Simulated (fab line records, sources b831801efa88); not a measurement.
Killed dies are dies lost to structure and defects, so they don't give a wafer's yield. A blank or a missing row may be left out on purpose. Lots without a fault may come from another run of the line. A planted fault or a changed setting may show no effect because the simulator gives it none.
fab line records | flow sky130
record lots=6 wafers=18 last_day=49
route steps=708 shown FIELD_ISO@27 NWELL@32 DNWELL@35 PWDE@45
lots that met no fault: from a run of the same line without faults
start_h: hours from the record's first day to the start of the lot's first wafer shown | wait_h: hours since the lot's step before | " the same as in the row above | L1.1+2: a row that stands for several wafers | - no value, or no start given | * or withheld: withheld | < > ~ a bound
route shown NAME@n: a module of which the file shows steps, and the number in the route of the first | usual: mean/standard deviation of fault-free wafers | same: alike in all rows | chamber/n: place in a boat | sites: the reading at each site | _std_site: their standard deviation | _edge_site: outer sites' mean less inner sites' | radius_mm: how far each site lies from the wafer's centre | mask NAME#n: copy n | behind: the tool/chamber that last shaped the wafer | hold: why the lot was held/for how many hours/how that ended | device: the transistor (n, p or np) that didn't switch | end of line: the same wafers' tests at the end of the route | a step without rows: its recipe alone | killed: dies lost to structure and defects at the first sort, not the wafer's yield | map: a wafer's dies, x killed, . not, _ none there
set.NAME: the setting as run; set.NAME@STEP: as run at that earlier step | model.NAME: the simulator's own value behind a step, which no gauge read
lots at some steps of the route; a table a step, a row a wafer
services: from which hour (start_h, from the record's first day; less than 0 if before it) a tool's chamber was out of use, for how many hours, and why
## steps
# step SKY_FIELD_ISO_ANNEAL_26
# recipe temp_c=1000 time_s=1800 ambient=N2
# step SKY_FIELD_ISO_CMP_27
# recipe stop_on=Si3N4 t_overpolish_s=16 down_force_psi=4 platen_rpm=60 target_thk_nm=457.8 pad_velocity_m_s=0.94248
# usual motor_current_A=12.6/1.3 overpolish_run_s=16.000/0.0089 slurry_flow_ml_min=150.0/0.48 time_to_endpoint_s=112/3.6
# columns lot.wafer tool chamber start_h wait_h motor_current_A overpolish_run_s slurry_flow_ml_min time_to_endpoint_s
L742.2 cmp-01 3 45.52 0.0 11.9 15.998 149.8 123
L742.1 " 1 " " 8.7 16.013 149.9 118
L742.4 " 2 " " 14.0 15.988 150.6 120
L745.4 cmp-02 2 66.49 0.0 12.8 16.003 149.6 110
L745.6 " 2 " " 12.2 16.007 150.0 111
L745.5 " 3 " " 13.6 16.004 149.8 111
L746.4 cmp-02 2 66.79 0.3 12.9 16.001 149.4 110
L746.1 " 0 " " 12.5 15.999 149.4 110
L746.2 " 1 " " 12.9 15.997 149.9 102
L755.3 cmp-02 0 111.08 0.0 12.2 15.997 149.1 110
L755.1 " 2 " " 13.3 16.001 149.8 115
L755.4 " 3 " " 13.3 16.013 149.5 108
L756.4 cmp-01 3 116.45 0.1 11.4 16.006 150.8 114
L756.5 " 0 " " 14.5 16.002 149.7 113
L756.6 " 1 " " 8.8 15.983 149.4 112
L758.2 cmp-02 2 132.00 0.0 12.3 16.007 150.4 113
L758.4 " 3 " " 13.4 16.008 150.0 112
L758.1 " 0 " " 11.7 16.004 149.7 113
# step SKY_FIELD_ISO_WET_ETCH_28
# recipe chemistry=dHF target_depth_nm=23.7 target=SiO2 dilution=10:1 temp_c=25 time_s=47
# step SKY_FIELD_ISO_WET_ETCH_29
# recipe chemistry=H3PO4 target_depth_nm=160 target=Si3N4 temp_c=160 time_s=1825
# step SKY_FIELD_ISO_WET_ETCH_30
# recipe chemistry=dHF target_depth_nm=25 target=SiO2 dilution=10:1 temp_c=25 time_s=50
# step SKY_NWELL_CLEAN_00
# recipe chemistry=SC1/SC2 mix=1:4:20 temp_c=70 time_s=150 dry=n2_spin
# step SKY_NWELL_OXIDATION_01
# recipe temp_c=900 ambient=O2 stabilise_s=600 purge_s=300 target_thk_a=100 ox_time_s=1418
# step SKY_NWELL_THK_MEAS_02
# recipe reads=SiO2_of_NWELL_OXIDATION_01
# usual NWELL_OXIDATION_THK=9.95/0.21
# columns lot.wafer tool chamber start_h wait_h NWELL_OXIDATION_THK[nm]
L742.1 film_metro-03 - 48.43 0.0 10.05
L742.2 " - " " 10.08
L742.4 " - " " 10.21
L746.1 film_metro-01 - 69.11 0.0 9.92
L746.2 " - " " 9.88
L746.4 " - " " 9.89
L745.4 film_metro-04 - 69.14 0.0 10.33
L745.5 " - " " 10.09
L745.6 " - " " 10.38
L755.1 film_metro-01 - 113.42 0.0 9.68
L755.3 " - " " 9.72
L755.4 " - " " 9.63
L756.4 film_metro-01 - 118.98 0.0 9.85
L756.5 " - " " 9.99
L756.6 " - " " 9.85
L758.1 film_metro-01 - 134.57 0.0 9.67
L758.2 " - " " 9.83
L758.4 " - " " 9.59
# step SKY_DNWELL_DEHYDRATE_00
# recipe temp_c=200 time_s=60
# step SKY_DNWELL_HMDS_01
# recipe prime_time_s=60 prime_temp_c=120
# step SKY_DNWELL_COAT_02
# recipe spin_rpm=2000 resist_thk_nm=3000
# step SKY_DNWELL_SOFTBAKE_03
# recipe temp_c=110 time_s=withheld
# step SKY_DNWELL_EXPOSE_04
# recipe mask_id=DNM na=0.57 target_cd_nm=3000 dose_mj=222
# usual exposure_dose_mJ_cm2=222.00/0.22 focus_offset_nm=0.0/0.52
# columns lot.wafer tool chamber start_h wait_h mask exposure_dose_mJ_cm2 focus_offset_nm
L742.1 iline_stepper-02 0 56.34 - DNM#0 222.24 -0.7
L742.2 " 0 " " DNM#0 222.00 -1.1
L742.4 " 0 " " DNM#0 222.16 -0.1
L745.4 iline_stepper-01 - 77.17 - DNM#0 - -
L745.5 " - " " DNM#0 - -
L745.6 " - " " DNM#0 - -
L746.1 iline_stepper-02 - 77.62 - DNM#0 - -
L746.2 " - " " DNM#0 - -
L746.4 " - " " DNM#0 - -
L755.1 iline_stepper-02 0 122.19 - DNM#0 221.97 -0.3
L755.3 " 0 " " DNM#0 221.83 1.3
L755.4 " 0 " " DNM#0 221.74 -0.6
L756.4 iline_stepper-01 0 128.48 - DNM#0 222.11 0.2
L756.5 " 0 " " DNM#0 222.18 -0.2
L756.6 " 0 " " DNM#0 222.06 0.0
L758.1 iline_stepper-01 0 144.12 - DNM#0 222.05 -0.4
L758.2 " 0 " " DNM#0 222.04 0.3
L758.4 " 0 " " DNM#0 222.19 0.6
# step SKY_DNWELL_PEB_05
# recipe temp_c=115 time_s=withheld
# step SKY_DNWELL_DEVELOP_06
# recipe wall_angle_deg=90 developer=TMAH develop_time_s=60 dev_temp_c=23
# step SKY_DNWELL_IMPLANT_07
# recipe species=P energy_kev=withheld dose_cm2=withheld tilt_deg=withheld
# step SKY_DNWELL_STRIP_08
# recipe chemistry=O2/N2 power_w=1400 pressure_mtorr=1500 platen_temp_c=withheld o2_flow_sccm=3000 n2_flow_sccm=300 overash_fraction=0.5
# usual drypump_motor_current_A=5.5/0.57 oes_product_au=0.723/0.0042 strip_time_to_endpoint_s=36.91/0.12
# columns lot.wafer tool chamber start_h wait_h drypump_motor_current_A oes_product_au rf_hours_counter_h strip_time_to_endpoint_s
L742.1 plasma_asher-01 0 64.85 0.1 5.0 0.719 39 37.01
L742.2 " 1 " " 4.8 0.719 39 36.84
L742.4 " 1 " " 4.8 0.720 - 37.05
L745.4 plasma_asher-03 1 86.01 0.1 6.4 0.720 - 36.93
L745.5 " 0 " " 5.4 0.723 - 36.93
L745.6 " 1 " " 6.4 0.720 - 36.95
L746.1 plasma_asher-03 1 86.33 0.1 6.4 0.726 40 36.89
L746.2 " 0 " " 5.4 0.728 40 36.93
L746.4 " 1 " " 6.4 0.728 - 36.89
L755.1 plasma_asher-04 0 131.68 0.1 5.7 0.723 33 36.92
L755.3 " 1 " " 5.9 0.726 - 36.93
L755.4 " 0 " " 5.7 0.719 - 36.98
L756.4 plasma_asher-01 0 138.35 0.1 5.0 0.719 - 37.03
L756.5 " 1 " " 4.8 0.727 - 37.05
L756.6 " 0 " " 5.0 0.730 - 37.10
L758.1 plasma_asher-01 0 153.56 0.1 5.0 0.723 3 36.77
L758.2 " 1 " " 4.8 0.720 3 36.89
L758.4 " 0 " " 5.0 0.715 - 36.91
# step SKY_DNWELL_TW_MEAS_09
# usual DNWELL_TW=1119/9.4
# columns lot.wafer tool chamber start_h wait_h DNWELL_TW
L742.1 film_metro-03 - 64.95 0.1 1123
L742.2 " - " " 1116
L742.4 " - " " 1114
L745.4 film_metro-04 - 86.11 0.1 30
L745.5 " - " " 30
L745.6 " - " " 30
L746.1 film_metro-03 - 86.43 0.1 30
L746.2 " - " " 30
L746.4 " - " " 30
L755.1 film_metro-01 - 131.78 0.1 1125
L755.3 " - " " 1123
L755.4 " - " " 1121
L756.4 film_metro-04 - 138.44 0.1 1119
L756.5 " - " " 1116
L756.6 " - " " 1117
L758.1 film_metro-03 - 153.66 0.1 1117
L758.2 " - " " 1120
L758.4 " - " " 1116
# step SKY_PWDE_DEHYDRATE_00
# recipe temp_c=200 time_s=60
## services
# columns tool chamber start_h hours kind
iline_stepper-01 - 40.47 4.4 pm
cmp-01 - 48.02 1.1 repair
iline_stepper-02 0 61.12 - calibration
cmp-01 - 64.19 4.0 pm
cmp-01 - 68.19 - consumable_replace:conditioner
cmp-01 - 68.19 - consumable_replace:pad
cmp-01 - 76.44 6.2 repair
iline_stepper-01 - 84.95 1.7 pm
iline_stepper-01 - 96.02 7.9 repair
cmp-01 - 99.05 4.1 pm
iline_stepper-01 0 102.42 - calibration
plasma_asher-01 - 108.75 9.0 pm
plasma_asher-01 0 108.75 9.0 vent_cycle
plasma_asher-01 1 108.75 9.0 vent_cycle
plasma_asher-01 0 117.75 - clean
plasma_asher-01 1 117.75 - clean
cmp-02 - 146.18 5.5 pm
iline_stepper-02 - 152.57 2.1 pm
## key
first_sign step=SKY_DNWELL_EXPOSE_04 reading=tool_record direction=missing
effect step=SKY_DNWELL_TW_MEAS_09 reading=DNWELL_TW direction=down sigmas=99+ usual=1119 struck=30
met_at SKY_DNWELL_EXPOSE_04
struck_wafers L745.4,L745.5,L745.6,L746.1,L746.2,L746.4
sort_left_out L745.4,L745.5,L745.6,L746.1,L746.2,L746.4
tester_left_out L745,L746
onset_between 56.34 77.17
fault kind=skipped_step_whole tool=iline_stepper-01,iline_stepper-02 chamber=- onset_h=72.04 steps=SKY_DNWELL_EXPOSE_04 scope=struck_lots_only
# tester_left_out: of these lots the tester's yield and bins aren't shown, on N5 and GAA mostly nor the transistor test; their killed dies are dies lost to structure and defects alone, not to doping, threshold or leakage, so they don't give the yield
# sort_left_out: the simulated sort isn't trusted on such a fault, so these wafers' sort isn't shown, and their yield isn't known
